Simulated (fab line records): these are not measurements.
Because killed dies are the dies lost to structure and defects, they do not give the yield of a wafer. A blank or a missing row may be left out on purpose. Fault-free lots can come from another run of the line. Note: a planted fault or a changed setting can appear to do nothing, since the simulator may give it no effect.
A struck lot beside a sound one || flow gf180mcu || 43 out of 602 route steps
Sound: wafers L136.2, L136.5, L136.6. Wafers L143.1, L143.2, L143.5 were the ones struck. The cause comes at the end.
Each step with rows lists, per side, the tool, then ch with its chambers, then its first start. Under that, the readings that differ: sound wafers || struck wafers || difference of the means || sigmas: that difference in standard deviations of wafers without a fault.
alike: a reading whose means differ by less than 2 such deviations, as well as words and numbers matching on both sides. not compared: withheld readings; readings where some wafer has no value; bounds like >300 that might hide an equal value; numbers whose values overlap and for which the record gives no deviation.
The two part at a step that has a row with sigmas, a row that says differs or no value, or rows on one side only. Numbers that have no deviation but don't overlap get no sigmas and don't part them. Lack of a reading on every wafer of one side parts them only where that side has two or more wafers.

GF_HV_LDD_STRIP_10: strips in O2/N2.
  sound on plasma asher-02 ch 0,1, day 10 11:49; struck on plasma asher-02 ch 0,1, day 12 12:12
{"reading": "strip time to endpoint s (s)", "sound": "12.63 12.60 12.56", "struck": "12.70 12.70 12.72", "difference": "+0.11", "sigmas": "+3"}
  alike: drypump motor current A, heater power w, oes product au, platen temp c
  not compared: rf hours counter h
GF_HV_LDD_TW_MEAS_11:
  sound on film metro-02 at day 10 11:55; struck on film metro-03 at day 12 12:18
  alike: HV_LDD_TW
then, 7 steps without rows for these wafers: GF_HV_LDD_DEHYDRATE_12 (time 60 s); GF_HV_LDD_HMDS_13 (prime time 60 s); GF_HV_LDD_COAT_14 (resist thk 1000 nm); GF_HV_LDD_SOFTBAKE_15 (time 60 s); GF_HV_LDD_EXPOSE_16 (exposes mask Pplus LV AREA, target cd 400 nm); GF_HV_LDD_PEB_17; GF_HV_LDD_DEVELOP_18 (develop time 60 s).
GF_HV_LDD_CD_MEAS_19: the cd target is 400 nm.
  sound on cd sem-02 at day 11 05:47; struck on cd sem-02 at day 13 07:54
  alike: cd nm
GF_HV_LDD_OVL_MEAS_20:
  sound on overlay-02 at day 11 05:53; struck on overlay-02 at day 13 08:01
  alike: HV_LDD_01_OVL
following that, these wafers have no rows for 1 step: GF_HV_LDD_IMPLANT_21.
GF_HV_LDD_STRIP_22: strips in O2/N2.
  sound on plasma asher-02 ch 0,1, day 11 06:04; struck on plasma asher-01 ch 0,1, day 13 08:13
  alike: drypump motor current A, heater power w, oes product au, platen temp c, strip time to endpoint s
  not compared: rf hours counter h
GF_HV_LDD_TW_MEAS_23:
  sound on film metro-02 at day 11 06:10; struck on film metro-02 at day 13 08:19
  alike: HV_LDD_2_TW
then, 7 steps without rows for these wafers: GF_HV_LDD_DEHYDRATE_24 (time 60 s); GF_HV_LDD_HMDS_25 (prime time 60 s); GF_HV_LDD_COAT_26 (resist thk 1000 nm); GF_HV_LDD_SOFTBAKE_27 (time 60 s); GF_HV_LDD_EXPOSE_28 (exposes mask Nplus HV AREA, target cd 400 nm); GF_HV_LDD_PEB_29; GF_HV_LDD_DEVELOP_30 (develop time 60 s).
GF_HV_LDD_CD_MEAS_31: the cd target is 400 nm.
  sound on cd sem-02 at day 12 01:02; struck on cd sem-02 at day 14 04:23
  alike: cd nm
GF_HV_LDD_OVL_MEAS_32:
  sound on overlay-02 at day 12 01:08; struck on overlay-01 at day 14 04:31
  alike: HV_LDD_02_OVL
then, 4 steps without rows for these wafers: GF_HV_LDD_IMPLANT_33; GF_HV_LDD_IMPLANT_34; GF_HV_LDD_IMPLANT_35; GF_HV_LDD_IMPLANT_36.
GF_HV_LDD_STRIP_37: strips in O2/N2.
  sound on plasma asher-04 ch 0,1, day 12 01:46; struck on plasma asher-02 ch 0,1, day 14 05:09
  alike: drypump motor current A, heater power w, oes product au, platen temp c, strip time to endpoint s
  not compared: rf hours counter h
GF_HV_LDD_TW_MEAS_38:
  sound on film metro-03 at day 12 01:52; struck on film metro-01 at day 14 05:15
  alike: HV_LDD_3_TW
then, 7 steps without rows for these wafers: GF_HV_LDD_DEHYDRATE_39 (time 60 s); GF_HV_LDD_HMDS_40 (prime time 60 s); GF_HV_LDD_COAT_41 (resist thk 1000 nm); GF_HV_LDD_SOFTBAKE_42 (time 60 s); GF_HV_LDD_EXPOSE_43 (exposes mask Pplus HV AREA, target cd 400 nm); GF_HV_LDD_PEB_44; GF_HV_LDD_DEVELOP_45 (develop time 60 s).
GF_HV_LDD_CD_MEAS_46: the cd target is 400 nm.
  sound on cd sem-02 at day 12 20:25; struck on cd sem-02 at day 15 02:10
  alike: cd nm
GF_HV_LDD_OVL_MEAS_47:
  sound on overlay-01 at day 12 20:31; struck on overlay-01 at day 15 02:17
  alike: HV_LDD_03_OVL
following that, these wafers have no rows for 1 step: GF_HV_LDD_IMPLANT_48.
GF_HV_LDD_STRIP_49: strips in O2/N2.
  sound on plasma asher-02 ch 0,1, day 12 20:42; struck on plasma asher-02 ch 0,1, day 15 02:28
{"reading": "strip time to endpoint s (s)", "sound": "12.68 12.67 12.67", "struck": "12.55 12.57 12.58", "difference": -0.11, "sigmas": -3}
  alike: drypump motor current A, heater power w, oes product au, platen temp c
  not compared: rf hours counter h
GF_HV_LDD_TW_MEAS_50:
  sound on film metro-01 at day 12 20:49; struck on film metro-03 at day 15 02:34
{"reading": "HV_LDD_4_TW", "sound": "577 573 576", "struck": "565 568 564", "difference": -10, "sigmas": -2}
then, 1 step without rows for these wafers: GF_HV_LDD_CLEAN_51 (cleans in SC1/SC2, time 150 s).
-- here the record skips 16 days between the struck wafers' starts before and after, leaving off in module HV_LDD and picking up in module PASSIVATION (first step shown: number 602 of the route) --
GF_PASSIVATION_PROBE_99:
  the record has rows for the struck wafers here (prober-01, day 31 11:13) and none for the sound ones

WHERE THEY PART
Last at GF_PASSIVATION_PROBE_99 as far as this record goes, first at GF_HV_LDD_STRIP_10.

WHY: what the simulator had put in
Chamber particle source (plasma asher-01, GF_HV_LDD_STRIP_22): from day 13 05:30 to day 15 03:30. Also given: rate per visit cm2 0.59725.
